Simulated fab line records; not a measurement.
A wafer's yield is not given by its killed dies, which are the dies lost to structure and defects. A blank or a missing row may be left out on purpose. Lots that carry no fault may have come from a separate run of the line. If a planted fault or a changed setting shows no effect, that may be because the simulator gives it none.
Chamber matching	flow gf180mcu	cmp-01 running GF_STI_CMP_25: 4 sister chambers
The step polishes, stops on Si3N4, t overpolish 33 s, target thk 524.6 nm. 4 wafers are shown with their chamber, then 7 later ones without.

WAFERS WITH THEIR CHAMBER
wafer	chamber	motorCurrentA (A)
L345.6	2	13.2
L349.1	1	11.3
L349.3	3	11.5
L349.4	0	11.5

WAFERS WITHOUT THEIR CHAMBER
wafer	motorCurrentA (A)
L352.2	11.6
L352.4	10.4
L352.6	11.8
L358.6	11.0
L363.3	11.0
L363.4	11.9
L363.6	11.2

THE CHAMBER EACH PASSED THROUGH
wafer	from the rows above	in truth
L352.2	can't be placed: 0 or 3 or 1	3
L352.4	can't be placed: 1 or 0 or 3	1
L352.6	can't be placed: 0 or 3 or 1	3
L358.6	can't be placed: 1 or 0 or 3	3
L363.3	can't be placed: 1 or 0 or 3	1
L363.4	can't be placed: 0 or 3 or 1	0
L363.6	can't be placed: 1 or 0 or 3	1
Correct placement for 0 of the 7. Unplaceable from these rows: 7, with the true chamber sitting among the candidates in 7. Number placed wrongly: 0.
How it was worked out, from the rows above alone: a wafer's distance from a chamber is the root of the sum, over the readings, of the square of ((its reading less the chamber's mean) divided by the reading's scatter). If the next closest chamber is less than 2 further off than the closest, the wafer can't be placed; otherwise it belongs to the closest. The mean given for a chamber averages the wafers shown for that chamber. The scatter: with one shown wafer a chamber, the root of the mean of the squares of how far each hidden wafer lies from its nearest shown one.
